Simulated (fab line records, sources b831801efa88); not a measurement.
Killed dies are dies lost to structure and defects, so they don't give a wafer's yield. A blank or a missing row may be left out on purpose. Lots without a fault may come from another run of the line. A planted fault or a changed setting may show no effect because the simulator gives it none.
Which tool did it? | flow sky130 | 10 lots, 29 wafers sampled, at 2 steps of a route of 708

WHAT THE GAUGES READ, wafer by wafer
SKY_FIELD_ISO_THK_MEAS_25.
lot  | measured    | on            | FIELD_ISO_CVD_24_THK (nm)
L247 | day 2 07:04 | film_metro-04 | 595 596 596
L248 | day 2 12:40 | film_metro-04 | 600 609 603
L249 | day 2 18:28 | film_metro-04 | 603 591 596
L251 | day 3 06:02 | film_metro-02 | 607 602 602
L256 | day 4 07:29 | film_metro-03 | 643 598
L260 | day 5 04:23 | film_metro-04 | 591 597 590
L261 | day 5 14:07 | film_metro-03 | 598 598 596
L263 | day 6 01:21 | film_metro-04 | 594 599 593
L266 | day 6 13:58 | film_metro-02 | 594 598 592
L268 | day 6 23:34 | film_metro-02 | 597 594 599

WHICH TOOL RAN EACH LOT (tool, then ch and the chambers of the sampled wafers, then the start)
lot  | SKY_FIELD_ISO_CVD_24
L247 | hdpcvd-02 ch 0,2, day 2 06:59
L248 | hdpcvd-02 ch 0,1, day 2 12:34
L249 | hdpcvd-01 ch 0,1,2, day 2 18:23
L251 | hdpcvd-02 ch 0,1,2, day 3 05:58
L256 | hdpcvd-02 ch 0,1, day 4 07:24
L260 | hdpcvd-01 ch 0,1,2, day 5 04:19
L261 | hdpcvd-01 ch 1,2, day 5 14:02
L263 | hdpcvd-01 ch 0,1,2, day 6 01:17
L266 | hdpcvd-01 ch 0,1, day 6 13:54
L268 | hdpcvd-01 ch 0,1,2, day 6 23:29
- SKY_FIELD_ISO_CVD_24: deposits SiO2, target thk 595 nm, time 99.2 s.

THE ANSWER, worked out from the rows above alone
Rule: what is usual is taken from the lots themselves. Put in order of their means at a reading, lots are off if they are a third of the lots or fewer, leave a main group of 4 or more, and stand apart from it by a gap of 3 or more times the standard deviation of the main group's means; of several such gaps the widest counts. A main group whose means are all the same, to the digits that the tables above print for the reading, isn't used. A lot without any number at a reading at which 4 lots or more have one is off too. The other lots that the step has rows for count as sound.
Off: L256, at SKY_FIELD_ISO_THK_MEAS_25 (FIELD_ISO_CVD_24_THK). The main group: mean 597 nm, standard deviation 3.7.
A tool fits if, at a process step before that reading, it ran every lot that is off, and no sound lot after the first of them. The gauges at SKY_FIELD_ISO_THK_MEAS_25 are tried like those tools. One fits: hdpcvd-02 at SKY_FIELD_ISO_CVD_24. Its last sound lot is L251 (day 3 05:58), its first lot that is off L256 (day 4 07:24): a fault that began between those two fits.

WHAT THE SIMULATOR HAD PUT IN
Process parameter drift: hdpcvd-02, from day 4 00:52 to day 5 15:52, at SKY_FIELD_ISO_CVD_24. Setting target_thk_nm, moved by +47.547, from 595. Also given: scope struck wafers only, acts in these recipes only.
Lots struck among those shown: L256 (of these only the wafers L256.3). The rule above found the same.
